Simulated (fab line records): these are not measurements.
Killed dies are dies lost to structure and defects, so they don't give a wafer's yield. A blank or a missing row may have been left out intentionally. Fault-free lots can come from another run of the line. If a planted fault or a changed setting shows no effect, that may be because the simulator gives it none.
What tool caused it? + flow sky130 + 33 wafers from 11 lots sampled at 6 of the route's 708 steps

## WHAT THE GAUGES READ, wafer by wafer
SKY_METAL2_OVL_MEAS_16.
| lot  | measured     | on         | METAL2_OVL (nm) |
|------|--------------|------------|-----------------|
| L700 | day 35 12:01 | overlay-01 | -2 2 -1         |
| L701 | day 35 19:03 | overlay-02 | 0 -1 4          |
| L702 | day 35 22:09 | overlay-01 | 0 0 3           |
| L704 | day 36 17:04 | overlay-01 | 2 2 -2          |
| L705 | day 36 23:31 | overlay-02 | 4 2 0           |
| L708 | day 37 17:13 | overlay-02 | 4 7 7           |
| L714 | day 39 16:31 | overlay-02 | -3 2 0          |
| L715 | day 39 22:04 | overlay-02 | 12 5 3          |
| L717 | day 40 12:45 | overlay-02 | 1 1 -4          |
| L719 | day 40 22:01 | overlay-02 | 8 5 5           |
| L721 | day 41 14:49 | overlay-02 | 10 0 7          |

SKY_VIA2_RS_MEAS_22: uses a four-point probe to measure.
| lot  | measured     | on            | VIA2_W_RS (ohm/sq)   |
|------|--------------|---------------|----------------------|
| L700 | day 36 15:52 | film metro-02 | 0.2708 0.2695 0.2696 |
| L701 | day 36 23:32 | film metro-04 | 0.2717 0.2735 0.2747 |
| L702 | day 37 02:29 | film metro-03 | 0.2703 0.2717 0.2735 |
| L704 | day 37 21:11 | film metro-02 | 0.2740 0.2747 0.2715 |
| L705 | day 38 03:53 | film metro-04 | 0.2747 0.2721 0.2717 |
| L708 | day 38 21:41 | film metro-03 | 0.2771 0.2785 0.2754 |
| L714 | day 40 18:44 | film metro-02 | 0.3187 0.2733 0.3243 |
| L715 | day 41 00:44 | film metro-03 | 0.3260 0.2808 0.2791 |
| L717 | day 41 14:49 | film metro-03 | 0.2731 0.2720 0.2772 |
| L719 | day 42 00:37 | film metro-02 | 0.2742 0.2751 0.2713 |
| L721 | day 42 16:38 | film metro-02 | 0.2739 0.2751 0.2720 |

SKY_VIA2_THK_MEAS_23: measures by xrf.
| lot  | measured     | on            | VIA2_W_THK (nm) |
|------|--------------|---------------|-----------------|
| L700 | day 36 15:59 | film metro-02 | 398 396 398     |
| L701 | day 36 23:38 | film metro-04 | 400 399 396     |
| L702 | day 37 02:36 | film metro-03 | 407 399 399     |
| L704 | day 37 21:18 | film metro-02 | 396 396 402     |
| L705 | day 38 03:59 | film metro-04 | 397 402 400     |
| L708 | day 38 21:49 | film metro-03 | 394 392 397     |
| L714 | day 40 18:49 | film metro-02 | 351 394 344     |
| L715 | day 41 00:51 | film metro-03 | 346 391 387     |
| L717 | day 41 14:55 | film metro-03 | 397 400 394     |
| L719 | day 42 00:44 | film metro-02 | 392 395 394     |
| L721 | day 42 16:45 | film metro-02 | 393 391 393     |

SKY_CAPM_THK_MEAS_04: measures by xrf.
| lot  | measured     | on            | CAPM_TIN_THK (nm) |
|------|--------------|---------------|-------------------|
| L700 | day 36 16:48 | film metro-02 | 198.2 197.4 198.8 |
| L701 | day 37 00:29 | film metro-04 | 199.8 200.1 199.0 |
| L702 | day 37 03:33 | film metro-02 | 199.1 199.7 201.2 |
| L704 | day 37 22:07 | film metro-01 | 201.0 199.9 201.5 |
| L705 | day 38 04:49 | film metro-01 | 199.4 198.6 200.3 |
| L708 | day 38 22:38 | film metro-04 | 199.5 196.6 198.4 |
| L714 | day 40 19:38 | film metro-04 | 198.3 198.1 199.1 |
| L715 | day 41 01:41 | film metro-02 | 199.8 198.7 199.3 |
| L717 | day 41 15:45 | film metro-01 | 201.8 202.2 200.5 |
| L719 | day 42 01:34 | film metro-02 | 202.6 202.6 201.2 |
| L721 | day 42 17:35 | film metro-04 | 202.3 201.6 201.9 |

## TOOL THAT RAN EACH LOT (tool first, then ch and the chambers of the sampled wafers, then the start)
| lot  | SKY_VIA2_CVD_21               | SKY_METAL3_SPUTTER_01        |
|------|-------------------------------|------------------------------|
| L700 | cvd w-01 ch 0,1, day 36 15:43 | pvd sputter-03, day 36 16:21 |
| L701 | cvd w-01 ch 0,1, day 36 23:25 | pvd sputter-01, day 37 00:00 |
| L702 | cvd w-02 ch 0,1, day 37 02:20 | pvd sputter-02, day 37 03:07 |
| L704 | cvd w-01 ch 0,1, day 37 21:03 | pvd sputter-03, day 37 21:41 |
| L705 | cvd w-02 ch 0,1, day 38 03:44 | pvd sputter-03, day 38 04:22 |
| L708 | cvd w-01 ch 0,1, day 38 21:34 | pvd sputter-03, day 38 22:11 |
| L714 | cvd w-02 ch 0,1, day 40 18:35 | pvd sputter-01, day 40 19:10 |
| L715 | cvd w-02 ch 0,1, day 41 00:35 | pvd sputter-03, day 41 01:14 |
| L717 | cvd w-01 ch 0,1, day 41 14:40 | pvd sputter-02, day 41 15:18 |
| L719 | cvd w-01 ch 0,1, day 42 00:29 | pvd sputter-03, day 42 01:07 |
| L721 | cvd w-01 ch 0,1, day 42 16:29 | pvd sputter-03, day 42 17:07 |
- SKY_VIA2_CVD_21: deposits W, target thk 420 nm, time 126.4 s.
- SKY_METAL3_SPUTTER_01: material TiN, target thk 20 nm, time 16.7 s.

## WHAT THE TOOLS THEMSELVES READ (means of the sampled wafers that have a number; where no wafer has one, the mark that the record gives instead)
SKY_VIA2_CVD_21.
| lot  | tool     | chamber pressure Torr (Torr) | heater power w (W) |
|------|----------|------------------------------|--------------------|
| L700 | cvd w-01 | 39.97                        | 907                |
| L701 | cvd w-01 | 39.90                        | 892                |
| L702 | cvd w-02 | 40.08                        | 846                |
| L704 | cvd w-01 | 40.00                        | 952                |
| L705 | cvd w-02 | 39.98                        | 834                |
| L708 | cvd w-01 | 39.97                        | 953                |
| L714 | cvd w-02 | 40.02                        | 855                |
| L715 | cvd w-02 | 40.06                        | 849                |
| L717 | cvd w-01 | 40.01                        | 883                |
| L719 | cvd w-01 | 39.98                        | 952                |
| L721 | cvd w-01 | 39.99                        | 904                |

SKY_METAL3_SPUTTER_01.
| lot  | tool           | throttle valve pct (%) |
|------|----------------|------------------------|
| L700 | pvd sputter-03 | 30.5                   |
| L701 | pvd sputter-01 | 30.2                   |
| L702 | pvd sputter-02 | 30.5                   |
| L704 | pvd sputter-03 | 30.3                   |
| L705 | pvd sputter-03 | 30.1                   |
| L708 | pvd sputter-03 | 31.1                   |
| L714 | pvd sputter-01 | 30.2                   |
| L715 | pvd sputter-03 | 31.2                   |
| L717 | pvd sputter-02 | 30.8                   |
| L719 | pvd sputter-03 | 30.4                   |
| L721 | pvd sputter-03 | 30.3                   |

## THE ANSWER, worked out from the rows above alone
Rule: what is usual is taken from the lots themselves. Put in order of their means at a reading, lots are off if they are a third of the lots or fewer, leave a main group of 4 or more, and stand apart from it by a gap of 3 or more times the standard deviation of the main group's means; of several such gaps the widest counts. If all means in a main group match to the digits the tables above print for the reading, that group is not used. Also off: a lot with no number at a reading for which 4 or more lots have one. Any other lot the step has rows for is counted as sound. Order of review: gauges by route order, followed by the tools' own readings, for which a lot's mean as printed above is used. The first step at which some lot is off is used, and at that step the reading that is off furthest; a lot without a number counts as furthest.
Off: L714, L715, seen at SKY_VIA2_RS_MEAS_22 (VIA2_W_RS). The main group has a mean of 0.2733 ohm/sq with a standard deviation of 0.0018.
A tool fits if, at a process step before that reading, it ran every lot that is off, and no sound lot after the first of them. Those tools and the gauges at SKY_VIA2_RS_MEAS_22 are tried in the same way. One candidate fits, namely cvd w-02 at SKY_VIA2_CVD_21. A fault onset in the window from L705 (day 38 03:44, its last sound lot) to L714 (day 40 18:35, its first lot off) fits.

## WHAT THE SIMULATOR HAD INSERTED
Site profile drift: cvd w-02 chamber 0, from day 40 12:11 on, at SKY_VIA2_CVD_21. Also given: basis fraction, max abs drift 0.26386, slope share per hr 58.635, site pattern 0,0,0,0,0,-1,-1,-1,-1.
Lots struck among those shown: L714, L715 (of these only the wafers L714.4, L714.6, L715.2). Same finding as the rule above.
